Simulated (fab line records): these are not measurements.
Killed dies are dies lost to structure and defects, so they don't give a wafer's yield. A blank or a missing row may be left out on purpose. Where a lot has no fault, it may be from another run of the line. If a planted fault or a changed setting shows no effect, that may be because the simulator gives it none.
One fault through the eyes of 2 desks    flow sky130    every desk sees just its own numbers, and what lay behind them comes last

## METROLOGY DESK
What the gauges read for every lot (on any tool): the sampled wafers with a number, averaged. If a lot's mean is further than 4 standard deviations from the usual mean, the lot is out of limits and carries the mark OUT (the distance appears in the brackets).
Columns: A = PWDE_TW at SKY_PWDE_TW_MEAS_10, usual 374.4; B = NWELL_01_OVL at SKY_NWELL_OVL_MEAS_23, usual -0.2 nm; C = PWDE_RS at SKY_NWELL_RS_MEAS_31, usual 5280 ohm/sq; D = cdNm at SKY_VT_ADJUST_HVTP_CD_MEAS_07, usual 379.5 nm
lot   first seen here  A                B     C               D
L100  day 3 21:37      375.6            -1.7  5272            379.6
L101  day 4 01:22      374.5            -1.1  5295            379.0
L107  day 5 12:34      402.5 (+15) OUT  -0.2  4363 (-48) OUT  381.3
L108  day 5 17:01      405.5 (+16) OUT  2.5   4370 (-48) OUT  382.1
L112  day 6 15:32      375.2            0.1   5292            379.7
L114  day 7 02:28      375.8            -0.5  5288            379.6
L116  day 7 12:43      374.8            -1.6  5309            379.1
L117  day 7 18:25      377.3            -1.1  5283            380.8
L118  day 8 03:01      371.9            -0.1  5309            380.8
L119  day 8 05:52      374.3            1.1   5264            379.7
L120  day 8 11:22      373.4            -2.0  5295            377.7
L122  day 9 06:07      375.4            2.2   5285            378.8
This desk reports L107, L108 out of limits; the earliest was L107 at day 5 12:34 (PWDE_TW at SKY_PWDE_TW_MEAS_10). L100, L101, L112, L114, L116, L117, L118, L119, L120, L122: within limits.

## DESK OF THE TOOL OWNER: implanter-01
The tool's own readings at SKY_PWDE_IMPLANT_08: means of the sampled wafers that have a number, for each lot that ran on this tool. If a lot's mean is further than 4 standard deviations from the usual mean, the lot is out of limits and carries the mark OUT (the distance appears in the brackets).
Columns: A = doseIonsCm2 at SKY_PWDE_IMPLANT_08, usual 3.6e+12; B = faradayCurrentUA at SKY_PWDE_IMPLANT_08, usual 20.4
lot   first seen here  A                          B
L100  day 3 21:24      3.6e+12                    20.5
L101  day 4 01:07      3.6e+12                    20.2
L107  day 5 12:19      4.6e+12 (+99 or more) OUT  26.1 (+14) OUT
L108  day 5 16:48      4.6e+12 (+99 or more) OUT  25.8 (+14) OUT
This desk's finding: out of limits on L107, L108; first on L107, day 5 12:19 (doseIonsCm2 at SKY_PWDE_IMPLANT_08). L100, L101: within limits.

## TAKEN TOGETHER
The tool owner's desk had the chance to raise an alarm at day 5 12:19 on L107, L108.
On L107, L108, the metrology desk was in a position to raise an alarm at day 5 12:34.
All the named lots went through SKY_PWDE_IMPLANT_08 on implanter-01.

## WHAT THE SIMULATOR HAD PUT IN
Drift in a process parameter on implanter-01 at SKY_PWDE_IMPLANT_08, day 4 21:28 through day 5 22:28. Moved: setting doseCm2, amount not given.
Shown lots that were struck: L107, L108.
Delay (hours) between the fault's onset and each desk's first out-of-limits reading: 15 at the tool owner's desk, 15 at the metrology desk.
